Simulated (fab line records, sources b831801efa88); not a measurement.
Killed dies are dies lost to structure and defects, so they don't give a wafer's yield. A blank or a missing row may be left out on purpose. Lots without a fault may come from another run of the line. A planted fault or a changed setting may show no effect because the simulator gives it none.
fab line records | flow sky130
record lots=14 wafers=42 last_day=50
route steps=708 shown FIELD_ISO@3 NWELL@74 VT_ADJUST_NCORE@126
lots that met no fault: from a run of the same line without faults
start_h: hours from the record's first day to the start of the lot's first wafer shown | wait_h: hours since the lot's step before | " the same as in the row above | L1.1+2: a row that stands for several wafers | - no value, or no start given | * or withheld: withheld | < > ~ a bound
route shown NAME@n: a module of which the file shows steps, and the number in the route of the first | usual: mean/standard deviation of fault-free wafers | same: alike in all rows | chamber/n: place in a boat | sites: the reading at each site | _std_site: their standard deviation | _edge_site: outer sites' mean less inner sites' | radius_mm: how far each site lies from the wafer's centre | mask NAME#n: copy n | behind: the tool/chamber that last shaped the wafer | hold: why the lot was held/for how many hours/how that ended | device: the transistor (n, p or np) that didn't switch | end of line: the same wafers' tests at the end of the route | a step without rows: its recipe alone | killed: dies lost to structure and defects at the first sort, not the wafer's yield | map: a wafer's dies, x killed, . not, _ none there
set.NAME: the setting as run; set.NAME@STEP: as run at that earlier step | model.NAME: the simulator's own value behind a step, which no gauge read
steps of the route over a sample of lots; a table a step, a row a wafer
services: from which hour (start_h, from the record's first day; less than 0 if before it) a tool's chamber was out of use, for how many hours, and why
## steps
# step SKY_FIELD_ISO_THK_MEAS_02
# recipe reads=SiO2_of_FIELD_ISO_OXIDATION_01
# usual FIELD_ISO_OXIDATION_00_THK=12.10/0.21
# columns lot.wafer tool chamber start_h wait_h FIELD_ISO_OXIDATION_00_THK[nm]
L390.1 film_metro-01 - 11.73 0.0 12.07
L390.2 " - " " 12.16
L390.3 " - " " 12.26
L392.3 film_metro-02 - 21.97 0.0 12.12
L392.4 " - " " 12.25
L392.5 " - " " 12.20
L393.2 film_metro-01 - 29.32 0.0 12.14
L393.3 " - " " 12.09
L393.4 " - " " 12.20
L394.1 film_metro-02 - 31.63 0.0 12.89
L394.3 " - " " 12.53
L394.6 " - " " 12.59
L395.3 film_metro-03 - 37.09 0.0 12.14
L395.4 " - " " 12.13
L395.6 " - " " 12.06
L397.2 film_metro-02 - 46.64 0.0 12.05
L397.3 " - " " 12.09
L397.5 " - " " 12.27
L398.4 film_metro-03 - 51.66 0.0 12.27
L398.5 " - " " 12.18
L398.6 " - " " 12.34
L399.2 film_metro-02 - 56.64 0.0 12.08
L399.3 " - " " 11.94
L399.5 " - " " 11.94
L400.2 film_metro-01 - 62.97 0.0 11.95
L400.3 " - " " 12.00
L400.5 " - " " 12.20
L407.3 film_metro-01 - 99.97 0.0 12.21
L407.5 " - " " 12.47
L407.6 " - " " 12.28
L408.1 film_metro-01 - 104.04 0.0 11.67
L408.4 " - " " 11.60
L408.5 " - " " 11.66
L411.1 film_metro-01 - 116.69 0.0 12.05
L411.3 " - " " 11.90
L411.6 " - " " 12.03
L412.1 film_metro-01 - 121.63 0.0 12.25
L412.4 " - " " 12.41
L412.6 " - " " 12.32
L413.1 film_metro-03 - 127.65 0.0 11.80
L413.3 " - " " 11.75
L413.6 " - " " 11.87
# step SKY_NWELL_PEB_21
# recipe temp_c=115 time_s=withheld
# usual chill_plate_temp_C=22.98/0.096 exhaust_pa=44.7/0.98 resist_line_temp_C=23.00/0.097
# columns lot.wafer tool chamber start_h wait_h chill_plate_temp_C exhaust_pa resist_line_temp_C
L390.1 litho_track-02 0 101 - 22.89 45.2 22.89
L390.2 " 0 " " 22.85 43.4 23.09
L390.3 " 0 " " 22.96 45.2 23.15
L392.3 litho_track-01 0 112 - 22.73 45.8 22.94
L392.4 " 0 " " 22.96 46.0 23.13
L392.5 " 0 " " 22.91 44.7 23.05
L393.2 litho_track-02 0 119 - 23.13 46.0 22.90
L393.3 " 0 120 - 23.06 45.7 22.96
L393.4 " 0 " " 22.98 44.6 23.09
L394.1 litho_track-02 0 129 - 22.96 43.0 23.09
L394.3 " 0 " " 22.92 43.6 23.07
L394.6 " 0 " " 22.92 44.6 23.09
L395.3 litho_track-02 0 135 - 23.01 45.3 23.20
L395.4 " 0 " " 22.95 44.6 23.10
L395.6 " 0 " " 23.06 45.6 22.98
L397.2 litho_track-04 0 147 - 23.12 43.4 22.87
L397.3 " 0 " " 22.96 45.7 23.09
L397.5 " 0 " " 23.06 43.6 22.98
L398.4 litho_track-02 0 150 - 22.94 43.6 23.06
L398.5 " 0 " " 22.94 43.5 23.13
L398.6 " 0 " " 22.93 42.6 23.02
L399.2 litho_track-01 0 155 - 23.01 45.8 23.06
L399.3 " 0 " " 22.94 44.9 23.04
L399.5 " 0 " " 22.83 44.2 23.04
L400.2 litho_track-04 0 162 - 22.94 43.7 22.99
L400.3 " 0 " " 22.99 44.2 22.86
L400.5 " 0 " " 22.98 44.3 22.86
L407.3 litho_track-02 - 206 - - - -
L407.5 " - " " - - -
L407.6 " - " " - - -
L408.1 litho_track-01 - 217 - - - -
L408.4 " - " " - - -
L408.5 " - " " - - -
L411.1 litho_track-02 0 233 - 22.97 44.2 22.90
L411.3 " 0 " " 22.94 44.8 22.91
L411.6 " 0 " " 23.08 44.0 23.08
L412.1 litho_track-01 0 236 - 22.97 44.0 23.09
L412.4 " 0 " " 23.01 43.7 22.80
L412.6 " 0 237 - 23.00 44.0 22.92
L413.1 litho_track-01 0 243 - 23.09 44.8 22.94
L413.3 " 0 " " 23.04 44.3 22.95
L413.6 " 0 " " 22.97 45.0 22.91
# step SKY_VT_ADJUST_NCORE_CD_MEAS_07
# recipe target_cd_nm=380
# usual cd_nm=380.5/2.2
# columns lot.wafer tool chamber start_h wait_h cd_nm
L390.1 cd_sem-01 - 178.62 0.1 379.5
L390.2 " - " " 382.0
L390.3 " - " " 380.4
L392.3 cd_sem-02 - 192.38 0.1 379.1
L392.4 " - " " 379.6
L392.5 " - " " 377.2
L393.2 cd_sem-02 - 200.71 0.1 381.0
L393.3 " - " " 381.4
L393.4 " - " " 383.3
L394.1 cd_sem-02 - 212.44 0.1 377.7
L394.3 " - " " 376.9
L394.6 " - " " 379.0
L395.3 cd_sem-02 - 218.60 0.1 374.6
L395.4 " - " " 376.0
L395.6 " - " " 376.4
L397.2 cd_sem-02 - 232.68 0.1 379.5
L397.3 " - " " 381.9
L397.5 " - " " 380.5
L398.4 cd_sem-01 - 235.48 0.1 380.9
L398.5 " - " " 382.0
L398.6 " - " " 380.0
L399.2 cd_sem-02 - 243.14 0.1 375.7
L399.3 " - " " 376.5
L399.5 " - " " 375.1
L400.2 cd_sem-01 - 250.41 0.1 381.9
L400.3 " - " " 380.5
L400.5 " - " " 381.7
L407.3 cd_sem-01 - 299.86 0.1 378.2
L407.5 " - " " 382.6
L407.6 " - " " 379.6
L408.1 cd_sem-01 - 311.41 0.1 382.1
L408.4 " - " " 382.4
L408.5 " - " " 384.7
L411.1 cd_sem-01 - 331.87 0.1 377.5
L411.3 " - " " 378.9
L411.6 " - " " 377.8
L412.1 cd_sem-01 - 333.74 0.1 382.7
L412.4 " - " " 381.7
L412.6 " - " " 379.2
L413.1 cd_sem-02 - 343.62 0.1 380.4
L413.3 " - " " 382.2
L413.6 " - " " 381.7
# step SKY_VT_ADJUST_NCORE_STRIP_10
# recipe chemistry=O2/N2 power_w=1400 pressure_mtorr=1500 platen_temp_c=withheld o2_flow_sccm=3000 n2_flow_sccm=300 overash_fraction=0.5
# usual drypump_motor_current_A=5.99/0.27 o2_flow_sccm=2999/9.3 oes_product_au=0.716/0.005 strip_time_to_endpoint_s=14.18/0.037
# columns lot.wafer tool chamber start_h wait_h drypump_motor_current_A o2_flow_sccm oes_product_au rf_hours_counter_h strip_time_to_endpoint_s
L390.1 plasma_asher-03 1 178.93 0.1 5.54 2998 0.716 49 14.16
L390.2 " 0 " " 6.16 2989 0.707 49 14.11
L390.3 " 0 " " 6.18 3000 0.722 - 14.15
L392.3 plasma_asher-03 1 192.68 0.1 5.53 3005 0.716 - 14.22
L392.4 " 0 " " 6.14 3006 0.718 - 14.23
L392.5 " 0 " " 6.13 3010 0.724 - 14.16
L393.2 plasma_asher-01 1 201.00 0.1 6.22 3003 0.707 38 14.24
L393.3 " 0 " " 6.17 2992 0.710 - 14.23
L393.4 " 1 " " 6.18 2984 0.729 - 14.26
L394.1 plasma_asher-01 0 212.75 0.1 6.11 3006 0.716 38 14.14
L394.3 " 0 " " 6.14 3002 0.719 - 14.19
L394.6 " 0 " " 6.11 3004 0.723 - 14.17
L395.3 plasma_asher-03 0 218.90 0.1 6.15 2992 0.712 - 14.19
L395.4 " 1 " " 5.56 3014 0.712 - 14.16
L395.6 " 0 " " 6.11 3007 0.716 - 14.17
L397.2 plasma_asher-01 1 232.97 0.1 6.22 2997 0.712 40 14.19
L397.3 " 0 " " 6.11 3002 0.715 - 14.19
L397.5 " 1 " " 6.25 2994 0.704 - 14.16
L398.4 plasma_asher-01 0 235.76 0.1 6.15 2995 0.717 - 14.22
L398.5 " 1 " " 6.23 2990 0.708 - 14.20
L398.6 " 0 " " 6.19 2994 0.722 - 14.23
L399.2 plasma_asher-01 0 243.43 0.1 6.11 2999 0.725 41 14.21
L399.3 " 0 " " 6.16 2993 0.722 - 14.18
L399.5 " 0 " " 6.19 2998 0.713 - 14.21
L400.2 plasma_asher-03 0 250.70 0.1 6.15 2988 0.721 56 14.21
L400.3 " 0 " " 6.15 2986 0.710 - 14.15
L400.5 " 0 " " 6.13 2991 0.708 - 14.20
L407.3 plasma_asher-04 0 300.16 0.1 6.08 3013 0.717 - 14.15
L407.5 " 0 " " 6.07 3012 0.717 - 14.20
L407.6 " 1 " " 5.66 3026 0.706 - 14.13
L408.1 plasma_asher-03 1 311.72 0.1 5.54 2990 0.719 62 14.15
L408.4 " 1 " " 5.50 2990 0.718 - 14.19
L408.5 " 0 " " 6.15 2992 0.711 - 14.18
L411.1 plasma_asher-01 1 332.18 0.1 6.25 3005 0.718 49 14.14
L411.3 " 0 " " 6.12 2996 0.718 - 14.16
L411.6 " 1 " " 6.23 3005 0.713 - 14.15
L412.1 plasma_asher-04 1 334.05 0.1 5.67 3007 0.717 21 14.20
L412.4 " 0 " " 6.06 3004 0.720 - 14.22
L412.6 " 0 " " 6.06 3006 0.713 - 14.19
L413.1 plasma_asher-01 1 343.93 0.1 6.23 3002 0.718 50 14.19
L413.3 " 0 " " 6.17 2989 0.710 - 14.22
L413.6 " 1 " " 6.23 2994 0.716 - 14.19
## services
# columns tool chamber start_h hours kind
plasma_asher-04 - 92.50 2.8 pm
plasma_asher-04 - 108.75 9.0 pm
plasma_asher-04 0 108.75 9.0 vent_cycle
plasma_asher-04 1 108.75 9.0 vent_cycle
plasma_asher-04 0 117.75 - clean
plasma_asher-04 1 117.75 - clean
plasma_asher-01 - 120.76 2.7 repair
plasma_asher-03 - 141.95 10.9 repair
plasma_asher-04 - 144.42 1.5 repair
plasma_asher-03 - 179.16 2.8 pm
litho_track-04 - 182.87 - consumable_replace:filter
plasma_asher-01 - 220.76 3.0 repair
litho_track-01 - 222.84 - consumable_replace:filter
plasma_asher-01 - 224.83 7.1 repair
plasma_asher-03 - 225.74 1.0 repair
plasma_asher-04 - 241.70 0.8 repair
plasma_asher-04 - 244.04 2.2 repair
plasma_asher-01 - 272.56 7.7 repair
litho_track-01 - 275.39 - consumable_replace:filter
plasma_asher-01 - 287.62 1.7 repair
plasma_asher-04 - 303.07 7.8 repair
## key
first_sign step=SKY_NWELL_PEB_21 reading=tool_record direction=missing
effect none on later readings
met_at SKY_NWELL_PEB_21
struck_lots L407,L408
sort_left_out L407.3,L407.5,L407.6,L408.1,L408.4,L408.5
tester_left_out L407,L408
not_acting_at SKY_FIELD_ISO_THK_MEAS_02,SKY_VT_ADJUST_NCORE_CD_MEAS_07,SKY_VT_ADJUST_NCORE_STRIP_10
onset_between 155 206
fault kind=skipped_step_whole tool=litho_track-01,litho_track-02 chamber=- onset_h=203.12 steps=SKY_NWELL_PEB_21 scope=struck_lots_only
# tester_left_out: of these lots the tester's yield and bins aren't shown, on N5 and GAA mostly nor the transistor test; their killed dies are dies lost to structure and defects alone, not to doping, threshold or leakage, so they don't give the yield
# sort_left_out: the simulated sort isn't trusted on such a fault, so these wafers' sort isn't shown, and their yield isn't known
